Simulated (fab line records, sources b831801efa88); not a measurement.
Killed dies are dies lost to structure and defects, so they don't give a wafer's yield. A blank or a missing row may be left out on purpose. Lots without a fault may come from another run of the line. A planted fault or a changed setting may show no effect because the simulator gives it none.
One fault seen from 2 desks | flow sky130 | each desk has only its own numbers; what lay behind them comes last

THE METROLOGY DESK
What the gauges read, lot by lot, whatever tool the lot ran on: means of the sampled wafers that have a number. A lot is out of limits, marked OUT, if its mean lies more than 4 standard deviations from the usual mean; the brackets give that distance.
Columns: A = SONOS_ONO_OVL at SKY_SONOS_ONO_OVL_MEAS_14, usual 0.5 nm; B = LDD_HVN_TW at SKY_LDD_HVN_TW_MEAS_10, usual 1436
lot  | first seen here | A    | B
L286 | day 12 22:12    | -0.5 | 1447
L287 | day 13 15:49    | -0.9 | 1446
L290 | day 14 10:56    | -1.4 | 1444
L289 | day 14 11:32    | 2.0  | 1445
L291 | day 14 18:08    | 1.2  | 1417
L292 | day 15 09:50    | 0.6  | 1425
L293 | day 15 11:52    | 1.2  | 1439
L295 | day 16 00:16    | -0.1 | 1427
L296 | day 16 14:02    | 2.7  | 1442
L297 | day 16 18:42    | 0.9  | 1446
L302 | day 18 14:32    | 0.1  | 1438
L304 | day 19 04:32    | 2.9  | 30 (-99 or more) OUT
L308 | day 20 16:56    | 1.1  | 1440
This desk's finding: out of limits on L304; first on L304, day 27 05:42 (LDD_HVN_TW at SKY_LDD_HVN_TW_MEAS_10). In limits: L286, L287, L290, L289, L291, L292, L293, L295, L296, L297, L302, L308.

THE TOOL OWNER'S DESK: plasma_asher-04
The tool's own readings at SKY_LDD_P_STRIP_10 (strips in O2/N2): means of the sampled wafers that have a number, for each lot that ran on this tool. A lot is out of limits, marked OUT, if its mean lies more than 4 standard deviations from the usual mean; the brackets give that distance.
Columns: A = drypump_motor_current_A at SKY_LDD_P_STRIP_10, usual 5.35 A; B = oes_product_au at SKY_LDD_P_STRIP_10, usual 0.715 a.u.; C = strip_time_to_endpoint_s at SKY_LDD_P_STRIP_10, usual 14.17 s
lot  | first seen here | A    | B               | C
L287 | day 20 06:44    | 5.19 | 0.717           | 14.19
L292 | day 22 04:13    | 5.18 | 0.717           | 14.15
L293 | day 22 08:03    | 5.28 | 0.710           | 14.12
L304 | day 26 00:23    | 5.37 | 0.921 (+45) OUT | -
This desk's finding: out of limits on L304; first on L304, day 26 00:23 (oes_product_au at SKY_LDD_P_STRIP_10). In limits: L287, L292, L293.

PUT TOGETHER
The tool owner's desk could have raised an alarm at day 26 00:23, on L304.
The metrology desk could have raised an alarm at day 27 05:42, on L304.
Of the lots named, all ran SKY_LDD_P_STRIP_10 on plasma_asher-04.

WHAT THE SIMULATOR HAD PUT IN
Strip aborted: plasma_asher-04, from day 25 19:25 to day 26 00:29, at SKY_LDD_P_STRIP_10. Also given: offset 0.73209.
Lots struck among those shown: L304.
Hours from the fault's start to each desk's first reading out of limits: the tool owner's desk, 5; the metrology desk, 34.
